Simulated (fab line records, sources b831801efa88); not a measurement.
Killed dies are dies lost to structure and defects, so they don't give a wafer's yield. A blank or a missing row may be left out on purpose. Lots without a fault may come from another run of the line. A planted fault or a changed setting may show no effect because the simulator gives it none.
A struck lot beside a sound one | flow sky130 | 18 steps out of a route of 708
Sound: wafers L638.2, L638.5, L638.6. Struck: wafers L655.2, L655.5, L655.6. The cause comes at the end.
At each step with rows: each side's tool, then ch and its chambers, then its first start. Under that, the readings that differ: sound wafers | struck wafers | difference of the means | sigmas: that difference in standard deviations of wafers without a fault.
alike: readings whose means differ by less than 2 such deviations, and words and numbers that are the same on both sides. not compared: withheld readings, readings that some wafer has no value for, bounds like >300 that may hide the same value, and numbers for which the record gives no deviation and whose values overlap.
The two part at a step that has a row with sigmas, a row that says differs or no value, or rows on one side only. Numbers that don't overlap but have no deviation are shown without sigmas and don't part them. A reading that every wafer of one side lacks parts them only if that side has two wafers or more.

first, 3 steps without rows for these wafers: SKY_LDD_P_EXPOSE_04 (exposes mask PSDM, target cd 380 nm); SKY_LDD_P_PEB_05; SKY_LDD_P_DEVELOP_06 (develop time 60 s).
SKY_LDD_P_CD_MEAS_07: target cd 380 nm.
  sound on cd_sem-02, day 20 13:48; struck on cd_sem-01, day 26 20:51
  alike: cd_nm
SKY_LDD_P_OVL_MEAS_08:
  sound on overlay-01, day 20 13:55; struck on overlay-02, day 26 20:58
  alike: LDD_P_OVL
then, 1 step without rows for these wafers: SKY_LDD_P_IMPLANT_09.
SKY_LDD_P_STRIP_10: strips in O2/N2.
  sound on plasma_asher-02 ch 0,1, day 20 14:12; struck on plasma_asher-02 ch 0,1, day 26 21:08
  alike: drypump_motor_current_A, o2_flow_sccm, oes_product_au, strip_time_to_endpoint_s
  not compared: rf_hours_counter_h
SKY_LDD_P_TW_MEAS_11:
  sound on film_metro-04, day 20 14:19; struck on film_metro-02, day 26 21:15
  alike: LDD_P_TW
then, 4 steps without rows for these wafers: SKY_LDD_HVN_DEHYDRATE_00 (time 60 s); SKY_LDD_HVN_HMDS_01 (prime time 60 s); SKY_LDD_HVN_COAT_02 (resist thk 300 nm); SKY_LDD_HVN_SOFTBAKE_03 (time 60 s).
SKY_LDD_HVN_EXPOSE_04: exposes mask HVNTM, target cd 700 nm.
  sound on iline_stepper-02 ch 0, day 21 07:19; struck on iline_stepper-02 ch 0, day 27 11:46
  reading                         | sound                | struck            | difference | sigmas
  model.LDD_HVN.overlay_x_nm (nm) | -0.415 -0.415 -0.415 | 97.71 97.71 97.71 | +98.12     |
  alike: mask, reticle_temp_C, stage_vel_mm_s
then, 2 steps without rows for these wafers: SKY_LDD_HVN_PEB_05; SKY_LDD_HVN_DEVELOP_06 (develop time 60 s).
SKY_LDD_HVN_OVL_MEAS_07:
  sound on overlay-02, day 21 23:28; struck on overlay-02, day 28 01:58
  reading          | sound          | struck         | difference | sigmas
  LDD_HVN_OVL (nm) | -1.6 -1.9 -0.6 | 96.7 97.2 97.7 | +98.6      | +82
then, 1 step without rows for these wafers: SKY_LDD_HVN_IMPLANT_08.
-- the record jumps here: 23 days lie between the struck wafers' starts before and after (it left off in module LDD_HVN and takes up again in module PAD_OPEN, whose first step shown is number 708 of the route) --
SKY_PAD_OPEN_PROBE_99:
  sound on prober-01, day 47 18:58; struck on prober-02, day 51 08:43
  reading            | sound    | struck   | difference | sigmas
  killed_at_M0_to_M3 | 37 36 44 | 52 56 50 | +14        | +2
  alike: killed_at_M4_up, killed_at_contacts, killed_at_front_end, killed_at_other, killed_dies, killed_open, killed_short

WHERE THEY PART
First at SKY_LDD_HVN_OVL_MEAS_07; last, within this record, at SKY_PAD_OPEN_PROBE_99.

WHY: what the simulator had put in
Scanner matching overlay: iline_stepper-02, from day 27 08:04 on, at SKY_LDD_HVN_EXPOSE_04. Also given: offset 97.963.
